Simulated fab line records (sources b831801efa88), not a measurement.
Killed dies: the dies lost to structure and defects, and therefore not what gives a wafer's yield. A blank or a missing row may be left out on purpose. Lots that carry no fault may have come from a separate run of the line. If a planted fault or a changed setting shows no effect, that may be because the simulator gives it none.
Code-filled problem report in 8D (eight disciplines) form    flow gf180mcu    the parts of the form that need people (team, actions taken, sign-off) are left out

## 1. PROBLEM STATEMENT
At GF_M2_SPUTTER_01, chamber pressure pa averages 0.3678 Pa over 6 wafers from 2 lots, while fault-free wafers read 0.3999 Pa, standard deviation 0.0008. That puts it -40 standard deviations away from the usual mean.
The step: material TiN, target thk 30 nm, time 25 s.
First seen on wafer L315.1, day 24 22:01, on pvd sputter-03. At this step, 38 wafers from 13 lots have a number in the record. By rule, "out" or "out of limits" means more than 4 standard deviations away from the usual mean. The rest of the wafers with a number are treated as sound.

## 2. WHAT THIS IS AND IS NOT
question                     is                      is not
which readings at this step  chamber pressure pa     -
which lots                   L315, L318              L299, L300, L302, L303, L304, L305, L307, L309, L312, L317, L320
which wafers of those lots   all that have a number  -
read on which tools          pvd sputter-03          pvd sputter-01, pvd sputter-02
when                         from day 24 22:01       up to then (26 sound wafers); but 6 sound wafers of L317, L320 came after

## 3. THE SUSPECTS, EACH WITH WHAT RULES IT OUT
Counting: a tool stays on the suspect list if, at a process step up to the reading, it processed all lots that are out and no sound lot following the first of them.
- rie metal-03 at GF_M1_METAL_ETCH_16 (etches the open film in Cl2/BCl3, stops on SiO2, target depth 750.8 nm, time 125.1 s): kept. It processed each lot that is out, first L315 at day 23 20:53, and no sound lot thereafter; up to then, the last sound lot it processed was L309 at day 21 17:32.
- pvd sputter-03 at GF_M2_SPUTTER_01 (material TiN, target thk 30 nm, time 25 s): kept. It processed each lot that is out, first L315 at day 24 22:01, and no sound lot thereafter; up to then, the last sound lot it processed was L300 at day 19 14:16. On those wafers its own readings are out: chamber pressure pa.
After counting, rie metal-03 at GF_M1_METAL_ETCH_16 and pvd sputter-03 at GF_M2_SPUTTER_01 remain.

## 4. THE CAUSE (what the simulator had put in)
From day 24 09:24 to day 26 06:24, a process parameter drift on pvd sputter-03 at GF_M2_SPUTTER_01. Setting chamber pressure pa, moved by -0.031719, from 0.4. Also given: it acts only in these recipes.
After counting, 2 suspects remain, this tool included.

## 5. THE EFFECT CHAIN, in route order
Each row: a reading where the mean over the struck wafers with a number is more than 3 standard deviations away from the usual. Readings are gone through only where the record gives a usual standard deviation; hours: the median, over the lots, of the time from a lot's start at the first step in this table giving one to that lot's start at this step; sigmas: the change measured in usual standard deviations.
hours  step              reading              usual      on struck wafers  change   sigmas
0      GF_M2_SPUTTER_01  chamber pressure pa  0.3999 Pa  0.3678            -0.0321  -40
Its process steps:
- GF_M2_SPUTTER_01: material TiN, target thk 30 nm, time 25 s.

## 6. HOW IT WOULD HAVE BEEN CAUGHT EARLIER
The fault began at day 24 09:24; the first out-of-limits reading in this record came at day 24 22:01, 13 hours later.
